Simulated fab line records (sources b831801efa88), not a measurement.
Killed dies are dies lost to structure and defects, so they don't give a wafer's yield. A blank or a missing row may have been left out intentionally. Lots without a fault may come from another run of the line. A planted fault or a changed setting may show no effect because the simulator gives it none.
A struck lot beside a sound one / flow sky130 / 29 out of 708 route steps
Sound: the wafers L331.2, L331.3, L331.4. Wafers struck: L351.1, L351.4, L351.6. At the end, the cause is stated.
Per side, at each step with rows, come the tool, then ch with its chambers, and then its first start. Under that, the readings that differ: sound wafers / struck wafers / difference of the means / sigmas: that difference in standard deviations of wafers without a fault.
alike: readings whose means differ by less than 2 such deviations, and words and numbers that are the same on both sides. not compared: withheld readings, readings that some wafer has no value for, bounds like >300 that may hide the same value, and numbers for which the record gives no deviation and whose values overlap.
A row with sigmas, a row that says differs or no value, or rows on one side alone: a step with any of these is where the two part. Numbers that don't overlap but have no deviation are shown without sigmas and don't part them. Lack of a reading on every wafer of one side parts them only where that side has two or more wafers.

SKY_POLY_GATE_CD_MEAS_13: the cd target is 150 nm.
  sound: cdSem-02 at day 16 09:06; struck: cdSem-01 at day 23 13:44
  alike: cdNm
SKY_POLY_GATE_OVL_MEAS_14:
  sound: overlay-01 at day 16 09:12; struck: overlay-01 at day 23 13:52
  alike: POLY_GATE_OVL
SKY_POLY_GATE_ETCH_15: etches BARC in N2/H2, stops on SiO2, time 118.5 s, target depth 110 nm.
  sound on rieDiel-03 ch 0,2,3, day 16 09:14; struck on rieDiel-03 ch 0,2,3, day 23 13:53
  alike: drypumpMotorCurrentA, oesProductAu, throttleValvePct
  not compared: rfHoursCounterH
SKY_POLY_GATE_ETCH_16: etches Si3N4 in CH3F/O2, stops on poly-Si, time 147.5 s, target depth 75 nm.
  sound on rieDiel-03 ch 0,2,3, day 16 09:19; struck on rieDiel-03 ch 0,2,3, day 23 13:59
  alike: drypumpMotorCurrentA, oesProductAu, throttleValvePct
  not compared: rfHoursCounterH
SKY_POLY_GATE_ETCH_17: etches poly-Si in HBr/Cl2, stops on SiO2, target depth 180 nm, time 70.5 s.
  sound on rieSi-02 ch 0,1,3, day 16 09:25; struck on rieSi-01 ch 0,1,2, day 23 14:04
  alike: drypumpMotorCurrentA, heBacksideLeakSccm, oesProductAu, throttleValvePct
  not compared: rfHoursCounterH
SKY_POLY_GATE_STRIP_18: strips in O2/N2.
  sound on plasmaAsher-02 ch 0,1, day 16 09:28; struck on plasmaAsher-03 ch 0,1, day 23 14:08
reading=drypumpMotorCurrentA (A); sound=4.9 4.9 4.8; struck=6.1 5.0 6.1; difference=+0.9; sigmas=+2
  alike: oesProductAu, stripTimeToEndpointS
  not compared: rfHoursCounterH
then, 2 steps without rows for these wafers: SKY_POLY_GATE_CLEAN_19 (cleans in SC1/SC2, time 150 s); SKY_POLY_GATE_OXIDATION_20 (stabilise 600 s, purge 300 s, target thk 4 nm).
SKY_POLY_GATE_THK_MEAS_21:
  sound: filmMetro-04 at day 16 12:13; struck: filmMetro-04 at day 23 15:32
  alike: POLY_GATE_OXIDATION_THK
SKY_POLY_GATE_CD_MEAS_22:
  sound: cdSem-01 at day 16 12:18; struck: cdSem-01 at day 23 15:35
  alike: cdNm
then, 2 steps without rows for these wafers: SKY_LDD_N_DEHYDRATE_00 (time 60 s); SKY_LDD_N_HMDS_01 (prime time 60 s).
SKY_LDD_N_COAT_02: resist thk 300 nm.
  sound on lithoTrack-01 ch 0, day 17 02:10; struck on lithoTrack-01 ch 0, day 24 06:23
reading=spinSpeedRpm (rpm); sound=2999.1 2997.5 2998.4; struck=2831.8 2828.2 2833.9; difference=-167.0; sigmas=-88
reading=model.NOVOLAK_of_LDD_N_COAT_02.thkNm (nm); sound=300 300.3 299.7; struck=310 310.5 309.1; difference=+10; sigmas=
  alike: resistLineTempC
then, 3 steps without rows for these wafers: SKY_LDD_N_SOFTBAKE_03 (time 60 s); SKY_LDD_N_EXPOSE_04 (exposes mask NTM, target cd 840 nm); SKY_LDD_N_PEB_05.
SKY_LDD_N_DEVELOP_06: develop time 60 s.
  sound on lithoTrack-04 ch 0, day 17 16:54; struck on lithoTrack-02 ch 0, day 24 20:44
reading=model.NOVOLAK_of_LDD_N_COAT_02.thkNm (nm); sound=299.6 299.9 299.3; struck=309.6 310.1 308.7; difference=+9.9; sigmas=
  alike: resistLineTempC
SKY_LDD_N_OVL_MEAS_07:
  sound: overlay-01 at day 17 17:02; struck: overlay-02 at day 24 20:53
  alike: LDD_N_OVL
then, 8 steps without rows for these wafers: SKY_LDD_N_IMPLANT_08; SKY_LDD_N_IMPLANT_09; SKY_LDD_N_IMPLANT_10; SKY_LDD_N_IMPLANT_11; SKY_LDD_N_IMPLANT_12; SKY_LDD_N_IMPLANT_13; SKY_LDD_N_IMPLANT_14; SKY_LDD_N_IMPLANT_15.
SKY_LDD_N_STRIP_16: strips in O2/N2.
  sound on plasmaAsher-01 ch 0,1, day 17 18:16; struck on plasmaAsher-01 ch 0,1, day 24 22:07
reading=oesProductAu (a.u.); sound=0.410 0.398 0.403; struck=0.414 0.412 0.414; difference=+0.010; sigmas=+2
reading=stripTimeToEndpointS (s); sound=4.309 4.329 4.292; struck=4.443 4.462 4.437; difference=+0.137; sigmas=+9
  alike: drypumpMotorCurrentA
  not compared: rfHoursCounterH
SKY_LDD_N_TW_MEAS_17:
  sound: filmMetro-01 at day 17 18:22; struck: filmMetro-01 at day 24 22:13
  alike: LDD_N_TW
then, 1 step without rows for these wafers: SKY_PAD_OPEN_PROBE_99.

== WHERE THEY PART ==
Earliest at SKY_POLY_GATE_STRIP_18; latest, in this record, at SKY_LDD_N_STRIP_16. Later steps at which nothing parts them and some readings are alike: SKY_LDD_N_TW_MEAS_17.

WHY: what had been put in by the simulator
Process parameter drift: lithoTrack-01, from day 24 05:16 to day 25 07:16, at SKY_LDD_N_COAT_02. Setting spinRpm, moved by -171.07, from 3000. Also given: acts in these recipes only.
